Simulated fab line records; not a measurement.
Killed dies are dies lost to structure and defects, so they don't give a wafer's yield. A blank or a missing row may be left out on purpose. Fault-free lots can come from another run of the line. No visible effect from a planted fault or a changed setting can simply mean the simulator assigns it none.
Comparing a struck lot with a sound one | flow sfqLine | 42 out of 325 route steps
Sound: wafers L450.1, L450.2, L450.6. Wafers struck: L467.1, L467.5, L467.6. The cause is given at the end.
At each step with rows: each side's tool, then ch and its chambers, then its first start. Under that, the readings that differ: sound wafers | struck wafers | difference of the means | sigmas: that difference in standard deviations of wafers without a fault.
alike: readings with means less than 2 such deviations apart, plus words and numbers identical on both sides. not compared: withheld readings, readings lacking a value on some wafer, bounds such as >300 that could conceal the same value, and numbers that have no deviation in the record and whose values overlap.
The two part at a step that has a row with sigmas, a row that says differs or no value, or rows on one side only. Numbers that don't overlap but have no deviation are shown without sigmas and don't part them. A reading missing from all wafers of one side parts the sides only when that side holds two or more wafers.

first, 6 steps without rows for these wafers: SFQ_TRILAYER_L0_VIA_LITHO_COAT_018 (resist thk 62 nm); SFQ_TRILAYER_L0_VIA_LITHO_COAT_013 (resist thk 650 nm); SFQ_TRILAYER_L0_VIA_LITHO_SOFTBAKE_017; SFQ_TRILAYER_L0_VIA_LITHO_EXPOSE_014 (exposes mask L0V, target cd 700 nm); SFQ_TRILAYER_L0_VIA_LITHO_PEB_016 (peb time 60 s); SFQ_TRILAYER_L0_VIA_LITHO_DEVELOP_015 (time 60 s).
SFQ_L0V_OVL_MEAS_903:
  sound on overlay-01, day 5 17:53; struck on overlay-01, day 10 06:43
  alike: L0V_OVL
then, 1 step without rows for these wafers: SFQ_TRILAYER_L0_VIA_BARC_OPEN_VIA_ETCH_021 (etches BARC in O2, target depth 125 nm, time 41.7 s).
SFQ_TRILAYER_L0_VIA_ETCH_VIA_ETCH_016: etches SiO2 in CHF3, stops on MoNx KI, target depth 80 nm.
  sound on rieDiel-03 ch 1,3, day 5 17:57; struck on rieDiel-01 ch 0,2,3, day 10 06:47
  alike: drypumpMotorCurrentA, oesProductAu
SFQ_TRILAYER_L0_VIA_STRIP_STRIP_017: strips in O2.
  sound on rieMetal-03 ch 0,1, day 5 18:00; struck on rieMetal-02 ch 0,1, day 10 06:50
reading             | sound             | struck            | difference | sigmas
oesProductAu (a.u.) | 1.013 1.015 1.022 | 0.985 0.988 1.007 | -0.023     | -3
  alike: drypumpMotorCurrentA, platenTempC
  not compared: rfHoursCounterH
then, 2 steps without rows for these wafers: SFQ_TRILAYER_L0_VIA_STRIP_SOLV_CLEAN_018 (cleans in NMP, time 600 s); SFQ_TRILAYER_M0_DEP_PRE_CLEAN_020 (time 15 s).
SFQ_TRILAYER_M0_DEP_SPUTTER_019: material Nb, target thk 200 nm, time 133.3 s.
  sound on pvdSputter-04, day 5 18:48; struck on pvdSputter-03, day 10 07:50
reading                                            | sound             | struck            | difference | sigmas
model.Nb_of_TRILAYER_M0_DEP_SPUTTER_019.thkNm (nm) | 196.7 194.8 194.9 | 233.2 232.2 232.5 | +37.2      | 
  alike: cathodeDcPowerW, throttleValvePct
SFQ_M0_RS_MEAS_904: a four-point-probe measurement.
  sound on filmMetro-04, day 5 18:53; struck on filmMetro-04, day 10 07:55
reading           | sound             | struck            | difference | sigmas
M0_NB_RS (ohm/sq) | 0.906 0.917 0.915 | 0.761 0.765 0.763 | -0.150     | -17
then, 6 steps without rows for these wafers: SFQ_TRILAYER_M0_LITHO_COAT_026 (resist thk 62 nm); SFQ_TRILAYER_M0_LITHO_COAT_021 (resist thk 600 nm); SFQ_TRILAYER_M0_LITHO_SOFTBAKE_025; SFQ_TRILAYER_M0_LITHO_EXPOSE_022 (exposes mask M0, target cd 500 nm); SFQ_TRILAYER_M0_LITHO_PEB_024 (peb time 60 s); SFQ_TRILAYER_M0_LITHO_DEVELOP_023 (time 60 s).
-- the record jumps here: 4 days lie between the struck wafers' starts before and after --
SFQ_M0_OVL_MEAS_906:
  sound on overlay-02, day 9 03:19; struck on overlay-02, day 14 06:46
  alike: M0_OVL
SFQ_TRILAYER_M0_BARC_OPEN_METAL_ETCH_031: etches BARC in O2, target depth 125 nm, time 41.7 s.
  sound on rieMetal-04 ch 0,1, day 9 03:20; struck on rieMetal-02 ch 0,1, day 14 06:47
  alike: drypumpMotorCurrentA, oesProductAu
  not compared: rfHoursCounterH
SFQ_TRILAYER_M0_ETCH_METAL_ETCH_024: etches Nb in Cl2/Ar, stops on SiO2, target depth 240 nm, time 120 s.
  sound on rieMetal-04 ch 0,1, day 9 03:25; struck on rieMetal-02 ch 0,1, day 14 06:51
reading             | sound             | struck            | difference | sigmas
oesProductAu (a.u.) | 0.886 0.884 0.881 | 0.980 0.977 0.975 | +0.094     | +14
  alike: drypumpMotorCurrentA
  not compared: rfHoursCounterH
then, 3 steps without rows for these wafers: SFQ_TRILAYER_M0_STRIP_STRIP_025 (strips in O2); SFQ_TRILAYER_M0_STRIP_SOLV_CLEAN_026 (cleans in NMP, time 600 s); SFQ_TRILAYER_I0_DEP_PECVD_027 (deposits SiO2 from SiH4/N2O, time 111.11 s, target thk 500 nm).
SFQ_TRILAYER_I0_CMP_CMP_028: polishes SiO2.
  sound on cmp-02 ch 0,2, day 9 08:32; struck on cmp-02 ch 2,3, day 14 16:08
  alike: motorCurrentA, timeToEndpointS
SFQ_I0_BOW_MEAS_907:
  sound on filmMetro-01, day 9 11:32; struck on filmMetro-04, day 14 18:38
  alike: I0_BOW
then, 7 steps without rows for these wafers: SFQ_TRILAYER_I0_METRO_MEASURE_029; SFQ_TRILAYER_I0_VIA_LITHO_COAT_036 (resist thk 62 nm); SFQ_TRILAYER_I0_VIA_LITHO_COAT_031 (resist thk 650 nm); SFQ_TRILAYER_I0_VIA_LITHO_SOFTBAKE_035; SFQ_TRILAYER_I0_VIA_LITHO_EXPOSE_032 (exposes mask I0, target cd 500 nm); SFQ_TRILAYER_I0_VIA_LITHO_PEB_034 (peb time 60 s); SFQ_TRILAYER_I0_VIA_LITHO_DEVELOP_033 (time 60 s).
-- the record jumps here: 5 days lie between the struck wafers' starts before and after --
SFQ_I0_OVL_MEAS_908:
  sound on overlay-02, day 13 08:20; struck on overlay-01, day 19 18:35
  alike: I0_OVL
SFQ_TRILAYER_I0_VIA_BARC_OPEN_VIA_ETCH_046: etches BARC in O2, target depth 125 nm, time 41.7 s.
  sound on rieDiel-04 ch 0,1,2, day 13 08:22; struck on rieDiel-01 ch 0,3, day 19 18:38
  alike: drypumpMotorCurrentA, oesProductAu
  not compared: rfHoursCounterH
then, 4 steps without rows for these wafers: SFQ_TRILAYER_I0_VIA_ETCH_VIA_ETCH_034 (etches SiO2 in CHF3, stops on Nb, target depth 260 nm); SFQ_TRILAYER_I0_VIA_STRIP_STRIP_035 (strips in O2); SFQ_TRILAYER_I0_VIA_STRIP_SOLV_CLEAN_036 (cleans in NMP, time 600 s); SFQ_TRILAYER_M1_DEP_PRE_CLEAN_038 (time 22.5 s).
-- the record jumps here: 63 days lie between the struck wafers' starts before and after --
SFQ_M8_BOW_MEAS_951:
  sound on filmMetro-01, day 69 10:17; struck on filmMetro-01, day 83 05:42
reading                | sound                | struck              | difference | sigmas
model.etest.m0.ohmUm   | 1.82 1.839 1.84      | 1.537 1.544 1.534   | -0.295     | 
model.etest.m0.ohmSq   | 0.9051 0.9139 0.9136 | 0.7636 0.7667 0.766 | -0.1454    | 
model.etest.i0.linkOhm | 1.992 1.995 1.999    | 1.847 1.838 1.841   | -0.153     | 
  alike: M8_BOW

== WHERE THEY PART ==
At SFQ_TRILAYER_L0_VIA_STRIP_STRIP_017 first; at SFQ_TRILAYER_M0_ETCH_METAL_ETCH_024 last (within this record only). Later steps at which nothing parts them and some readings are alike: SFQ_TRILAYER_I0_CMP_CMP_028, SFQ_I0_BOW_MEAS_907, SFQ_I0_OVL_MEAS_908, SFQ_TRILAYER_I0_VIA_BARC_OPEN_VIA_ETCH_046, SFQ_M8_BOW_MEAS_951.

WHY: what had been put in by the simulator
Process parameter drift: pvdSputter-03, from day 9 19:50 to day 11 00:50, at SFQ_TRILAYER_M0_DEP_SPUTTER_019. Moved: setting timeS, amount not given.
